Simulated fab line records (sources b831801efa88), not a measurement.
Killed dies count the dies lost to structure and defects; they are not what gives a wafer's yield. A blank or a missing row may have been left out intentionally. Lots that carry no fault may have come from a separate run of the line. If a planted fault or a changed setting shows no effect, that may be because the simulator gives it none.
The tool behind it: which one?	flow gf180mcu	14 lots with 42 wafers sampled at 5 steps, on a route of 602 steps

WHAT THE GAUGES READ, wafer by wafer
GF_VT_IMPLANT_OVL_MEAS_29. Usual: for VT_IMPLANT_02_OVL the level is 0.0 nm and the standard deviation is 1.5.
lot	measured	on	VT_IMPLANT_02_OVL (nm)	flag
L994	day 6 19:21	overlay-02	-0.9 -1.0 -0.6	
L995	day 7 03:45	overlay-02	2.3 1.4 2.4	
L996	day 7 09:31	overlay-01	0.0 0.4 0.0	
L997	day 7 15:06	overlay-02	0.7 0.0 0.6	
L998	day 7 22:24	overlay-02	-0.3 0.7 0.2	
L999	day 8 04:06	overlay-01	-0.2 -1.1 -1.6	
L101	day 8 19:02	overlay-02	2.4 4.1 3.2	
L103	day 9 06:51	overlay-01	-0.6 0.5 0.5	
L106	day 10 04:54	overlay-01	0.8 0.8 0.4	
L107	day 10 12:26	overlay-02	-0.3 -1.1 0.3	
L112	day 11 23:54	overlay-01	-1.5 -0.8 -2.0	
L115	day 12 17:21	overlay-01	-1.8 -2.0 -1.9	
L116	day 13 00:35	overlay-02	-0.2 0.3 -0.1	
L117	day 13 06:53	overlay-01	-2.2 -1.5 -2.5	

GF_VT_IMPLANT_RS_MEAS_48: measurement is done with a four-point probe. Usual: for LVPWELL_RS the level is 1197 ohm/sq and the standard deviation is 3.2.
lot	measured	on	LVPWELL_RS (ohm/sq)	flag
L994	day 7 11:35	film-metro-04	1200 1198 1198	
L995	day 7 20:13	film-metro-01	1196 1197 1196	
L996	day 8 01:47	film-metro-04	1194 1193 1192	
L997	day 8 07:56	film-metro-02	1197 1196 1197	
L998	day 8 16:12	film-metro-02	1193 1197 1196	
L999	day 8 22:02	film-metro-01	1200 1204 1201	
L101	day 9 13:17	film-metro-04	1195 1198 1196	
L103	day 10 01:42	film-metro-04	1155 1157 1156	OFF
L106	day 11 00:05	film-metro-04	1197 1198 1199	
L107	day 11 08:05	film-metro-02	1155 1156 1156	OFF
L112	day 12 20:40	film-metro-01	1196 1198 1196	
L115	day 13 14:26	film-metro-02	1194 1189 1194	
L116	day 13 22:11	film-metro-04	1192 1194 1194	
L117	day 14 05:01	film-metro-04	1200 1196 1202	

GF_DUAL_GATE_THK_MEAS_03. Usual: for DUAL_GATE_OXIDATION_00_THK the level is 10.96 nm and the standard deviation is 0.19.
lot	measured	on	DUAL_GATE_OXIDATION_00_THK (nm)	flag
L994	day 7 14:51	film-metro-04	11.04 11.06 11.06	
L995	day 7 22:04	film-metro-03	11.00 11.04 11.03	
L996	day 8 03:38	film-metro-04	11.28 11.18 11.20	
L997	day 8 10:04	film-metro-04	10.98 10.72 10.74	
L998	day 8 18:03	film-metro-02	11.06 10.98 11.11	
L999	day 9 00:59	film-metro-03	10.78 10.66 10.78	
L101	day 9 15:25	film-metro-02	10.99 11.18 11.04	
L103	day 10 04:30	film-metro-02	11.24 11.13 11.38	
L106	day 11 03:15	film-metro-04	10.91 11.04 10.85	
L107	day 11 10:20	film-metro-04	10.83 10.72 10.74	
L112	day 12 23:04	film-metro-04	10.96 10.92 10.98	
L115	day 13 16:19	film-metro-04	11.47 11.33 11.35	
L116	day 14 00:04	film-metro-02	10.80 10.88 10.68	
L117	day 14 07:29	film-metro-03	10.58 10.71 10.66	

GF_CONTACT_THK_MEAS_26: measures by xrf. Usual: for CONTACT_W_THK the level is 298 nm and the standard deviation is 3.3.
lot	measured	on	CONTACT_W_THK (nm)	flag
L994	day 16 04:56	film-metro-02	294 296 301	
L995	day 16 13:08	film-metro-04	299 299 298	
L996	day 16 20:39	film-metro-04	300 297 299	
L997	day 17 05:50	film-metro-01	298 301 298	
L998	day 17 17:41	film-metro-01	304 300 298	
L999	day 18 03:50	film-metro-02	300 302 300	
L101	day 18 21:41	film-metro-02	299 302 298	
L103	day 19 13:45	film-metro-02	302 297 294	
L106	day 20 19:53	film-metro-02	302 301 298	
L107	day 21 07:26	film-metro-04	294 295 298	
L112	day 23 02:42	film-metro-02	298 298 297	
L115	day 23 18:59	film-metro-01	299 299 297	
L116	day 24 04:29	film-metro-02	293 295 296	
L117	day 24 15:14	film-metro-04	298 303 295	

EACH LOT AND THE TOOL THAT RAN IT (in order: tool; ch and the chambers of the sampled wafers; start)
lot	GF_LVPWELL_IMPLANT_09
L994	implanter-01 ch 0, day 3 20:02
L995	implanter-04 ch 0, day 4 03:31
L996	implanter-03 ch 0, day 4 07:56
L997	implanter-01 ch 0, day 4 12:29
L998	implanter-01 ch 0, day 4 19:34
L999	implanter-04 ch 0, day 4 22:29
L101	implanter-03 ch 0, day 5 12:02
L103	implanter-03 ch 0, day 5 22:42
L106	implanter-04 ch 0, day 6 16:32
L107	implanter-03 ch 0, day 6 22:59
L112	implanter-04 ch 0, day 8 04:47
L115	implanter-01 ch 0, day 8 19:08
L116	implanter-04 ch 0, day 9 01:17
L117	implanter-03 ch 0, day 9 06:47
- GF_LVPWELL_IMPLANT_09

AS READ BY THE TOOLS THEMSELVES (means over the sampled wafers that have a number; for cases with no such wafer, the mark the record gives instead)
GF_LVPWELL_IMPLANT_09. Usual: dose-ions-cm2 5e+12, standard deviation 5.6e+09; faraday-current-uA 28.2, standard deviation 0.6.
lot	tool	dose-ions-cm2	faraday-current-uA	flag
L994	implanter-01	5e+12	28.5	
L995	implanter-04	5e+12	28.8	
L996	implanter-03	5e+12	28.2	
L997	implanter-01	5e+12	27.8	
L998	implanter-01	5e+12	28.1	
L999	implanter-04	5e+12	27.9	
L101	implanter-03	5e+12	28.3	
L103	implanter-03	6e+12	33.6	OFF
L106	implanter-04	5e+12	27.8	
L107	implanter-03	6e+12	34.1	OFF
L112	implanter-04	5e+12	28.0	
L115	implanter-01	5e+12	28.3	
L116	implanter-04	5e+12	28.4	
L117	implanter-03	5e+12	28.5	

THE ANSWER, worked out from the rows above alone
Rule: lot off if the mean of its wafers having a number is beyond 3 standard deviations from the usual mean. A lot without any number at a reading at which 4 lots or more have one is off too. Any other lot the step has rows for is counted as sound. First the gauges in route order, then the tools' own readings, where a lot's mean is used as printed above. The first step at which some lot is off is used, and at that step the reading that is off furthest; a lot without a number counts as furthest.
Off: L103, L107, seen at GF_VT_IMPLANT_RS_MEAS_48 (LVPWELL_RS).
A tool fits if, at a process step before that reading, it ran every lot that is off, and no sound lot after the first of them. Not tried: the gauges at GF_VT_IMPLANT_RS_MEAS_48; whatever is off there is also off at GF_LVPWELL_IMPLANT_09, on other tools, and gauge error can't account for it. Not one of the candidates tried fits.

WHAT WAS PUT IN BY THE SIMULATOR
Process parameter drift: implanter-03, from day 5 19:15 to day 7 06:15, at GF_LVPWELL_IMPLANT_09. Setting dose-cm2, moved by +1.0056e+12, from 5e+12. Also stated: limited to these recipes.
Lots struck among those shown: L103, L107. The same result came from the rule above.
